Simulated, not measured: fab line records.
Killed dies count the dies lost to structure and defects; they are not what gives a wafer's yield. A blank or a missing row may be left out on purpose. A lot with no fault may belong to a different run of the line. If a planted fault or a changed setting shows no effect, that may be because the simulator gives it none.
A lot that was struck, set against a sound lot + flow sky130 + 15 out of 708 route steps
Sound: these wafers, L801.3, L801.4, L801.5. Wafers L815.1, L815.5, L815.6 were the ones struck. The cause is named last.
Per side, at each step with rows, come the tool, then ch with its chambers, and then its first start. Under that, the readings that differ: sound wafers + struck wafers + difference of the means + sigmas: that difference in standard deviations of wafers without a fault.
alike: readings with means less than 2 such deviations apart, plus words and numbers identical on both sides. not compared: withheld readings, readings lacking a value on some wafer, bounds such as >300 that could conceal the same value, and numbers that have no deviation in the record and whose values overlap.
The two part at a step that has a row with sigmas, a row that says differs or no value, or rows on one side only. Non-overlapping numbers with no deviation appear without sigmas and do not part them. Lack of a reading on every wafer of one side parts them only where that side has two or more wafers.

first, 3 steps without rows for these wafers: SKY_CONTACT_EXPOSE_11 (exposes mask CTM1, target cd 170 nm); SKY_CONTACT_PEB_12; SKY_CONTACT_DEVELOP_13 (develop time 60 s).
SKY_CONTACT_CD_MEAS_14 targets a cd of 170 nm.
  sound on cdSem-01, day 33 05:08; struck on cdSem-01, day 37 16:00
  alike: cdNm
SKY_CONTACT_OVL_MEAS_15:
  sound on overlay-01, day 33 05:14; struck on overlay-02, day 37 16:07
  alike: CONTACT_OVL
SKY_CONTACT_ETCH_16: etches BARC in N2/H2, stops on SiO2, time 45.9 s, target depth 60 nm.
  sound on rieDiel-03 ch 1,3, day 33 05:16; struck on rieDiel-04 ch 0,3, day 37 16:10
| reading             | sound             | struck            | difference | sigmas |
|---------------------|-------------------|-------------------|------------|--------|
| oesProductAu (a.u.) | 0.850 0.843 0.843 | 0.847 0.859 0.864 | +0.011     | +2     |
  alike: drypumpMotorCurrentA, rfFwdPowerW, throttleValvePct
  not compared: rfHoursCounterH
SKY_CONTACT_ETCH_17: etches SiO2 in C4F8/O2/Ar, stops on Si3N4, target depth 340 nm.
  sound on rieDiel-03 ch 1,3, day 33 05:18; struck on rieDiel-04 ch 0,3, day 37 16:12
  alike: oesProductAu, rfFwdPowerW
SKY_CONTACT_ETCH_18: etches Si3N4 in CHF3/O2, stops on TiN, time 39 s, target depth 75 nm.
  sound on rieDiel-03 ch 1,3; struck on rieDiel-04 ch 0,3
  alike: drypumpMotorCurrentA, oesProductAu, rfFwdPowerW, throttleValvePct
  not compared: rfHoursCounterH
SKY_CONTACT_STRIP_19: strips in O2/N2.
  sound on plasmaAsher-03 ch 0,1, day 33 05:25; struck on plasmaAsher-01 ch 0,1, day 37 16:17
  alike: drypumpMotorCurrentA, oesProductAu, stripTimeToEndpointS
  not compared: rfHoursCounterH
then, 3 steps without rows for these wafers: SKY_CONTACT_STRIP_20 (strips in post etch residue remover, time 1200 s); SKY_CONTACT_CLEAN_21 (cleans in IPA, time 180 s); SKY_CONTACT_CLEAN_22 (cleans in O3/DIW).
SKY_CONTACT_SPUTTER_23: material TiN, target thk 20 nm, time 80 s.
  sound on pvdSputter-04, day 33 05:59; struck on pvdSputter-01, day 37 16:56
| reading                                    | sound                | struck               | difference | sigmas      |
|--------------------------------------------|----------------------|----------------------|------------|-------------|
| cathodeDcPowerW (W)                        | 4000.4 4000.3 3999.2 | 4293.1 4293.6 4294.0 | +293.6     | +99 or more |
| model.TiN_of_CONTACT_SPUTTER_23.thkNm (nm) | 20.15 20.14 20.21    | 21.25 21.23 20.96    | +0.98      |             |
  alike: throttleValvePct
SKY_CONTACT_CVD_24: deposits W, target thk 340 nm, time 102.12 s.
  sound on cvdW-01 ch 0,1, day 33 06:05; struck on cvdW-01 ch 0,1, day 37 16:59
  alike: heaterPowerW
-- the record jumps here: 13 days lie between the struck wafers' starts before and after (it left off in module CONTACT and takes up again in module PAD_OPEN, whose first step shown is number 708 of the route) --
SKY_PAD_OPEN_PROBE_99:
  the record has rows for the struck wafers here (prober-01, day 50 07:34) and none for the sound ones

## WHERE THEY PART
Last at SKY_PAD_OPEN_PROBE_99 as far as this record goes, first at SKY_CONTACT_ETCH_16.

WHY: the cause the simulator had injected
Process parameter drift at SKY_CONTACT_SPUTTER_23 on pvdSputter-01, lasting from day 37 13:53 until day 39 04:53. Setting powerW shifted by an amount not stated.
